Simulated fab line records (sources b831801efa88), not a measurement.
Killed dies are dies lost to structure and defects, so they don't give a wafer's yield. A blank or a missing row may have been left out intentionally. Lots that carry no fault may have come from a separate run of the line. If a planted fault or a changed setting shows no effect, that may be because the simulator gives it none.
Which tool was responsible? || flow sky130 || Sampling: 13 lots, 39 wafers, 3 of 708 route steps

== WHAT THE GAUGES SHOWED, per wafer ==
SKY_FIELD_ISO_THK_MEAS_23.
{"lot": "L115", "measured": "day 2 16:49", "on": "film metro-03", "FIELD_ISO_OXIDATION_01_THK (nm)": "9.48 9.58 9.38"}
{"lot": "L116", "measured": "day 2 23:49", "on": "film metro-03", "FIELD_ISO_OXIDATION_01_THK (nm)": "10.02 10.05 10.17"}
{"lot": "L117", "measured": "day 3 06:08", "on": "film metro-03", "FIELD_ISO_OXIDATION_01_THK (nm)": "9.90 10.02 10.13"}
{"lot": "L118", "measured": "day 3 12:02", "on": "film metro-02", "FIELD_ISO_OXIDATION_01_THK (nm)": "9.78 9.74 9.60"}
{"lot": "L119", "measured": "day 3 14:48", "on": "film metro-01", "FIELD_ISO_OXIDATION_01_THK (nm)": "9.76 9.80 9.73"}
{"lot": "L120", "measured": "day 3 18:37", "on": "film metro-02", "FIELD_ISO_OXIDATION_01_THK (nm)": "10.01 9.93 10.18"}
{"lot": "L121", "measured": "day 4 00:52", "on": "film metro-02", "FIELD_ISO_OXIDATION_01_THK (nm)": "9.93 10.02 9.91"}
{"lot": "L124", "measured": "day 4 17:29", "on": "film metro-01", "FIELD_ISO_OXIDATION_01_THK (nm)": "10.10 9.93 10.14"}
{"lot": "L125", "measured": "day 4 23:09", "on": "film metro-03", "FIELD_ISO_OXIDATION_01_THK (nm)": "10.15 10.24 10.34"}
{"lot": "L133", "measured": "day 6 20:48", "on": "film metro-03", "FIELD_ISO_OXIDATION_01_THK (nm)": "10.16 10.16 10.26"}
{"lot": "L134", "measured": "day 6 20:52", "on": "film metro-01", "FIELD_ISO_OXIDATION_01_THK (nm)": "- - -"}
{"lot": "L135", "measured": "day 7 05:46", "on": "film metro-01", "FIELD_ISO_OXIDATION_01_THK (nm)": "- - -"}
{"lot": "L136", "measured": "day 8 14:49", "on": "film metro-02", "FIELD_ISO_OXIDATION_01_THK (nm)": "9.96 9.88 9.81"}

SKY_VT_ADJUST_HVTP_CD_MEAS_07: the cd target is 380 nm.
{"lot": "L115", "measured": "day 6 13:49", "on": "cd sem-02", "cd nm (nm)": "385.8 383.1 384.6"}
{"lot": "L116", "measured": "day 6 20:23", "on": "cd sem-02", "cd nm (nm)": "378.5 378.0 374.7"}
{"lot": "L117", "measured": "day 7 04:55", "on": "cd sem-02", "cd nm (nm)": "375.0 373.3 375.6"}
{"lot": "L118", "measured": "day 7 09:07", "on": "cd sem-01", "cd nm (nm)": "381.3 380.8 381.3"}
{"lot": "L119", "measured": "day 7 13:04", "on": "cd sem-01", "cd nm (nm)": "381.7 384.8 382.2"}
{"lot": "L120", "measured": "day 7 15:16", "on": "cd sem-02", "cd nm (nm)": "381.3 385.0 385.1"}
{"lot": "L121", "measured": "day 7 22:11", "on": "cd sem-02", "cd nm (nm)": "375.2 379.0 373.8"}
{"lot": "L124", "measured": "day 8 19:43", "on": "cd sem-01", "cd nm (nm)": "377.9 377.9 377.5"}
{"lot": "L125", "measured": "day 9 02:44", "on": "cd sem-01", "cd nm (nm)": "379.8 378.0 379.2"}
{"lot": "L133", "measured": "day 11 21:46", "on": "cd sem-02", "cd nm (nm)": "377.9 378.1 377.9"}
{"lot": "L136", "measured": "day 13 15:53", "on": "cd sem-01", "cd nm (nm)": "375.1 376.1 373.1"}

== EACH LOT AND THE TOOL THAT RAN IT (in order: tool; ch and the chambers of the sampled wafers; start) ==
{"lot": "L115", "SKY_FIELD_ISO_CVD_03": "lpcvd-02 ch 0, day 1 21:41"}
{"lot": "L116", "SKY_FIELD_ISO_CVD_03": "lpcvd-02 ch 0, day 2 04:58"}
{"lot": "L117", "SKY_FIELD_ISO_CVD_03": "lpcvd-02 ch 1, day 2 09:46"}
{"lot": "L118", "SKY_FIELD_ISO_CVD_03": "lpcvd-02 ch 0, day 2 14:50"}
{"lot": "L119", "SKY_FIELD_ISO_CVD_03": "lpcvd-02 ch 1, day 2 18:53"}
{"lot": "L120", "SKY_FIELD_ISO_CVD_03": "lpcvd-02 ch 0, day 2 22:41"}
{"lot": "L121", "SKY_FIELD_ISO_CVD_03": "lpcvd-02 ch 0, day 3 04:37"}
{"lot": "L124", "SKY_FIELD_ISO_CVD_03": "lpcvd-02 ch 0, day 3 20:29"}
{"lot": "L125", "SKY_FIELD_ISO_CVD_03": "lpcvd-02 ch 1, day 4 00:21"}
{"lot": "L133", "SKY_FIELD_ISO_CVD_03": "lpcvd-02 ch 1, day 5 15:50"}
{"lot": "L134", "SKY_FIELD_ISO_CVD_03": "lpcvd-02 ch 0, day 5 21:43"}
{"lot": "L135", "SKY_FIELD_ISO_CVD_03": "lpcvd-02 ch 0, day 6 04:35"}
{"lot": "L136", "SKY_FIELD_ISO_CVD_03": "lpcvd-02 ch 0, day 7 14:05"}
- SKY_FIELD_ISO_CVD_03: deposits Si3N4 from DCS/NH3, target thk 165 nm, time 2830 s.

== AS READ BY THE TOOLS THEMSELVES (means over the sampled wafers that have a number; for cases with no such wafer, the mark the record gives instead) ==
SKY_FIELD_ISO_CVD_03.
{"lot": "L115", "tool": "lpcvd-02", "pressure mtorr (mTorr)": 249.9, "spike tc bottom C (C)": 785.3}
{"lot": "L116", "tool": "lpcvd-02", "pressure mtorr (mTorr)": 250.1, "spike tc bottom C (C)": 785.1}
{"lot": "L117", "tool": "lpcvd-02", "pressure mtorr (mTorr)": 250.2, "spike tc bottom C (C)": 788.0}
{"lot": "L118", "tool": "lpcvd-02", "pressure mtorr (mTorr)": 249.8, "spike tc bottom C (C)": 784.5}
{"lot": "L119", "tool": "lpcvd-02", "pressure mtorr (mTorr)": 249.6, "spike tc bottom C (C)": 786.9}
{"lot": "L120", "tool": "lpcvd-02", "pressure mtorr (mTorr)": 250.1, "spike tc bottom C (C)": 785.1}
{"lot": "L121", "tool": "lpcvd-02", "pressure mtorr (mTorr)": 249.6, "spike tc bottom C (C)": 784.6}
{"lot": "L124", "tool": "lpcvd-02", "pressure mtorr (mTorr)": 250.4, "spike tc bottom C (C)": 783.9}
{"lot": "L125", "tool": "lpcvd-02", "pressure mtorr (mTorr)": 249.6, "spike tc bottom C (C)": 788.1}
{"lot": "L133", "tool": "lpcvd-02", "pressure mtorr (mTorr)": 250.1, "spike tc bottom C (C)": 787.1}
{"lot": "L134", "tool": "lpcvd-02", "pressure mtorr (mTorr)": "-", "spike tc bottom C (C)": "-"}
{"lot": "L135", "tool": "lpcvd-02", "pressure mtorr (mTorr)": "-", "spike tc bottom C (C)": "-"}
{"lot": "L136", "tool": "lpcvd-02", "pressure mtorr (mTorr)": 249.7, "spike tc bottom C (C)": 784.7}

== THE ANSWER, worked out from the rows above alone ==
Rule: usual is defined by the lots themselves. The widest of any qualifying gaps counts: lots, ordered by their means at a reading, are off when they make up no more than a third of the lots, leave a main group of 4 or more, and stand apart from it by 3 or more times the standard deviation of that group's means. The tables above print the reading to a certain number of digits; a main group whose means all agree to those digits is not used. A lot without any number at a reading at which 4 lots or more have one is off too. Where the step has rows for the other lots, those lots are counted as sound. First the gauges in route order, then the tools' own readings, where a lot's mean is used as printed above. The first step at which some lot is off is used, and at that step the reading that is off furthest; a lot without a number counts as furthest.
Off: L134, L135, seen at SKY_FIELD_ISO_THK_MEAS_23 (FIELD_ISO_OXIDATION_01_THK). Without a number there: L134, L135. Mean 9.95 nm and standard deviation 0.21 in the main group.
A tool fits if, at a process step before that reading, it ran every lot that is off, and no sound lot after the first of them. The gauges at SKY_FIELD_ISO_THK_MEAS_23 aren't tried: what is off there is off at SKY_FIELD_ISO_CVD_03 too, on other tools, and a gauge's error can't cause that. None of those tried fits.

== WHAT THE SIMULATOR PUT IN ==
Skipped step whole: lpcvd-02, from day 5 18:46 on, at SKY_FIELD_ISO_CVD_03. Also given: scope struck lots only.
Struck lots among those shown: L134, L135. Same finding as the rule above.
